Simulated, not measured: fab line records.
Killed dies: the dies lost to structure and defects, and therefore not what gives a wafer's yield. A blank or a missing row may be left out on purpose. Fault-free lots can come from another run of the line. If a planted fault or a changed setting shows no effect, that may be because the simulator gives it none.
Lot-split experiment + flow gf180mcu + 5 lots, 23 wafers read, on a route of 602 steps

ON THE SPLIT
At GF_LVPWELL_STRIP_10 (strips in O2/N2), the setting pressure-mtorr was moved away from the recipe's 1500 mTorr on 15 of the 23 wafers read, by -14.6% to +9.0%. All remaining wafers had this setting at the recipe value.

The reading comes from the split's own step.

THE READING
oes-product-au, in a.u., at GF_LVPWELL_STRIP_10 (strips in O2/N2). Typical for fault-free wafers on this fab line: 0.722 a.u., with standard deviation 0.0042 a.u.

| wafer  | tool, chamber at the split | pressure-mtorr as run, mTorr | against the recipe | oes-product-au, a.u. | against lot-mates on the recipe |
|--------|----------------------------|------------------------------|--------------------|----------------------|---------------------------------|
| L075.1 | plasma-asher-02, 0         | 1635                         | +9.0%              | 0.727                | no lot-mate on the recipe       |
| L075.2 | plasma-asher-02, 1         | 1635                         | +9.0%              | 0.729                | no lot-mate on the recipe       |
| L075.3 | plasma-asher-02, 0         | 1635                         | +9.0%              | 0.730                | no lot-mate on the recipe       |
| L075.4 | plasma-asher-02, 1         | 1635                         | +9.0%              | 0.727                | no lot-mate on the recipe       |
| L075.6 | plasma-asher-02, 1         | 1635                         | +9.0%              | 0.729                | no lot-mate on the recipe       |
| L079.1 | plasma-asher-01, 0         | 1281                         | -14.6%             | 0.689                | no lot-mate on the recipe       |
| L079.2 | plasma-asher-01, 1         | 1281                         | -14.6%             | 0.697                | no lot-mate on the recipe       |
| L079.3 | plasma-asher-01, 0         | 1281                         | -14.6%             | 0.701                | no lot-mate on the recipe       |
| L079.4 | plasma-asher-01, 1         | 1281                         | -14.6%             | 0.694                | no lot-mate on the recipe       |
| L079.5 | plasma-asher-01, 0         | 1281                         | -14.6%             | 0.703                | no lot-mate on the recipe       |
| L078.2 | plasma-asher-02, 1         | 1607                         | +7.1%              | 0.736                | no lot-mate on the recipe       |
| L078.3 | plasma-asher-02, 0         | 1607                         | +7.1%              | 0.737                | no lot-mate on the recipe       |
| L078.4 | plasma-asher-02, 1         | 1607                         | +7.1%              | 0.730                | no lot-mate on the recipe       |
| L078.5 | plasma-asher-02, 1         | 1607                         | +7.1%              | 0.732                | no lot-mate on the recipe       |
| L078.6 | plasma-asher-02, 0         | 1607                         | +7.1%              | 0.729                | no lot-mate on the recipe       |
| L082.1 | plasma-asher-02, 0         | 1500                         | recipe             | 0.723                | -                               |
| L082.2 | plasma-asher-02, 1         | 1500                         | recipe             | 0.718                | -                               |
| L082.3 | plasma-asher-02, 1         | 1500                         | recipe             | 0.728                | -                               |
| L082.4 | plasma-asher-02, 0         | 1500                         | recipe             | 0.722                | -                               |
| L082.6 | plasma-asher-02, 1         | 1500                         | recipe             | 0.722                | -                               |
| L085.2 | plasma-asher-04, 1         | 1500                         | recipe             | 0.718                | -                               |
| L085.3 | plasma-asher-04, 0         | 1500                         | recipe             | 0.718                | -                               |
| L085.4 | plasma-asher-04, 1         | 1500                         | recipe             | 0.725                | -                               |

FIT RESULTS
A straight line over all 23 wafers: oes-product-au changes by +0.00147 a.u. for each +1% of pressure-mtorr; r = +0.94; the points scatter about the line by 0.0047 a.u.
Too few moved wafers have a lot-mate on the recipe to fit a line with each lot's own level taken away.
Tool readings at the split's step, against how far the setting was moved: oes-product-au r = +0.94; strip-time-to-endpoint-s r = -0.99.

THE WHOLE CHAIN: every reading that the file lists as answering this split, in the file's order
| step                | what it does    | reading                  | change (the file's fit)                   | r (the file's) |
|---------------------|-----------------|--------------------------|-------------------------------------------|----------------|
| GF_LVPWELL_STRIP_10 | strips in O2/N2 | oes-product-au           | +0.00146 a.u. for each +1% of the setting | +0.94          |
| GF_LVPWELL_STRIP_10 | strips in O2/N2 | strip-time-to-endpoint-s | withheld for each +1% of the setting      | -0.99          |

FILE'S OWN FIT
oes-product-au changes by +0.00146 a.u. for each +1% of pressure-mtorr, r = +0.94.
